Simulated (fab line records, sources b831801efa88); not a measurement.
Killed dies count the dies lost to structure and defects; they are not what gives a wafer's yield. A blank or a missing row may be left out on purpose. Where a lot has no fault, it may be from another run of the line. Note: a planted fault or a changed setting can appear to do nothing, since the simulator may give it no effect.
Which tool did it? | flow sky130 | Sampling: 10 lots, 30 wafers, 4 of 708 route steps

## WHAT EACH GAUGE READ, for each wafer
SKY_CAPM_RS_MEAS_03: a four-point-probe measurement.
lot  | measured     | on            | CAPM_TIN_RS (ohm/sq)
L739 | day 38 07:47 | film_metro-03 | 7.01 6.98 7.05
L743 | day 39 01:11 | film_metro-03 | 6.85 6.85 6.87
L746 | day 40 01:53 | film_metro-02 | 6.93 7.02 6.98
L747 | day 40 05:57 | film_metro-01 | 6.89 6.99 6.94
L748 | day 40 09:08 | film_metro-02 | 7.42 7.04 7.43
L751 | day 41 07:13 | film_metro-02 | 6.91 6.94 6.79
L755 | day 42 05:11 | film_metro-01 | 6.90 6.83 6.89
L756 | day 42 11:44 | film_metro-01 | 6.79 7.00 6.82
L757 | day 42 11:58 | film_metro-02 | 6.74 6.71 6.75
L759 | day 43 08:50 | film_metro-01 | 6.80 6.86 6.86

## WHAT TOOL EACH LOT RAN ON (gives the tool, then ch and the chambers of the sampled wafers, and finally the start)
lot  | SKY_METAL3_SPUTTER_02        | SKY_CAPM_CVD_00                 | SKY_CAPM_SPUTTER_02
L739 | pvd_sputter-01, day 38 07:29 | pecvd-02 ch 0,1, day 38 07:36   | pvd_sputter-04, day 38 07:41
L743 | pvd_sputter-02, day 39 00:50 | pecvd-04 ch 0,1,2, day 39 00:57 | pvd_sputter-01, day 39 01:02
L746 | pvd_sputter-01, day 40 01:34 | pecvd-04 ch 0,1,2, day 40 01:40 | pvd_sputter-04, day 40 01:45
L747 | pvd_sputter-02, day 40 05:38 | pecvd-02 ch 1,2, day 40 05:44   | pvd_sputter-04, day 40 05:49
L748 | pvd_sputter-03, day 40 08:50 | pecvd-03 ch 1,2, day 40 08:56   | pvd_sputter-04, day 40 09:01
L751 | pvd_sputter-03, day 41 06:52 | pecvd-02 ch 0,1, day 41 06:59   | pvd_sputter-01, day 41 07:04
L755 | pvd_sputter-03, day 42 04:54 | pecvd-02 ch 1,2, day 42 05:00   | pvd_sputter-01, day 42 05:05
L756 | pvd_sputter-01, day 42 11:26 | pecvd-02 ch 0,1,2, day 42 11:32 | pvd_sputter-02, day 42 11:37
L757 | pvd_sputter-03, day 42 11:39 | pecvd-04 ch 1,2, day 42 11:46   | pvd_sputter-01, day 42 11:50
L759 | pvd_sputter-02, day 43 08:32 | pecvd-02 ch 0, day 43 08:38     | pvd_sputter-01, day 43 08:43
- SKY_METAL3_SPUTTER_02: material AlCu, target thk 735 nm, time 39.1 s.
- SKY_CAPM_CVD_00: deposits SiO2, target thk 15.5 nm.
- SKY_CAPM_SPUTTER_02: material TiN, target thk 200 nm, time 166.7 s.

## THE ANSWER, worked out from the rows above alone
Rule: what is usual is taken from the lots themselves. The widest of any qualifying gaps counts: lots, ordered by their means at a reading, are off when they make up no more than a third of the lots, leave a main group of 4 or more, and stand apart from it by 3 or more times the standard deviation of that group's means. If all means in a main group match to the digits the tables above print for the reading, that group is not used. A lot without any number at a reading at which 4 lots or more have one is off too. Any other lot the step has rows for is counted as sound.
Off: at SKY_CAPM_RS_MEAS_03 (CAPM_TIN_RS), L748. Mean 6.89 ohm/sq and standard deviation 0.078 in the main group.
A tool fits if, at a process step before that reading, it ran every lot that is off, and no sound lot after the first of them. The gauges at SKY_CAPM_RS_MEAS_03 are tried like those tools. 2 tools fit, pecvd-03 at SKY_CAPM_CVD_00 and pvd_sputter-04 at SKY_CAPM_SPUTTER_02, so this cannot tell which one it is.

## WHAT WAS PUT IN BY THE SIMULATOR
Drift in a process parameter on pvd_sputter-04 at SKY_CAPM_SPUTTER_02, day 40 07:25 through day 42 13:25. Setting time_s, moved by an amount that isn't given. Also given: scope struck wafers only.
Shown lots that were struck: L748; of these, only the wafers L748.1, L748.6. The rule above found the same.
